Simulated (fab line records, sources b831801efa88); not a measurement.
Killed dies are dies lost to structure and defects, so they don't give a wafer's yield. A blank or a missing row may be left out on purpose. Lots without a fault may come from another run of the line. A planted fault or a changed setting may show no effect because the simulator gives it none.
One fault seen from 2 desks | flow gf180mcu | each desk has only its own numbers; what lay behind them comes last

THE TOOL OWNER'S DESK: cvd_w-01
The tool's own readings at GF_V2_CVD_23 (deposits W, target thk 350 nm, time 104.94 s): means of the sampled wafers that have a number, for each lot that ran on this tool. A lot is out of limits, marked OUT, if its mean lies more than 4 standard deviations from the usual mean; the brackets give that distance.
Columns: A = heater_power_w at GF_V2_CVD_23, usual 848 W
lot  | first seen here | A
L910 | day 20 00:47    | 820
L911 | day 20 03:25    | 825
L912 | day 20 18:10    | 812
L919 | day 23 10:28    | 827
L926 | day 26 09:59    | 875
L927 | day 26 13:19    | 832
L929 | day 27 04:39    | 817
This desk's finding: nothing out of limits on any of the 7 lots.

THE METROLOGY DESK
What the gauges read, lot by lot, whatever tool the lot ran on: means of the sampled wafers that have a number. A lot is out of limits, marked OUT, if its mean lies more than 4 standard deviations from the usual mean; the brackets give that distance.
Columns: A = V2_W_RS at GF_V2_RS_MEAS_24, usual 0.328 ohm/sq; B = V2_W_THK at GF_V2_THK_MEAS_25, usual 356 nm
lot  | first seen here | A                | B
L910 | day 20 00:55    | 0.331            | 349
L911 | day 20 03:32    | 0.326            | 356
L912 | day 20 18:16    | 0.327            | 355
L913 | day 21 06:09    | 0.322            | 363
L914 | day 21 16:10    | 0.323            | 365
L919 | day 23 10:34    | 0.332            | 345
L922 | day 24 19:46    | 0.318            | 375
L926 | day 26 10:07    | 0.226 (-20) OUT  | 353
L927 | day 26 13:26    | 0.277 (-9.8) OUT | 349
L929 | day 27 04:47    | 0.278 (-9.6) OUT | 360
This desk's finding: out of limits on L926, L927, L929; first on L926, day 26 10:07 (V2_W_RS at GF_V2_RS_MEAS_24). In limits: L910, L911, L912, L913, L914, L919, L922.

PUT TOGETHER
The metrology desk could have raised an alarm at day 26 10:07, on L926, L927, L929.
The tool owner's desk saw nothing out of limits.
The tool owner's desk has L926, L927, L929 on record, within its limits.
Of the lots named, all ran GF_V2_CVD_23 on cvd_w-01.

WHAT THE SIMULATOR HAD PUT IN
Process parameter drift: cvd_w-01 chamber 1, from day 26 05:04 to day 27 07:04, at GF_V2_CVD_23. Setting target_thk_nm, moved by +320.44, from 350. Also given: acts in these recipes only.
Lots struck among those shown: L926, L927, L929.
Hours from the fault's start to each desk's first reading out of limits: the metrology desk, 5.
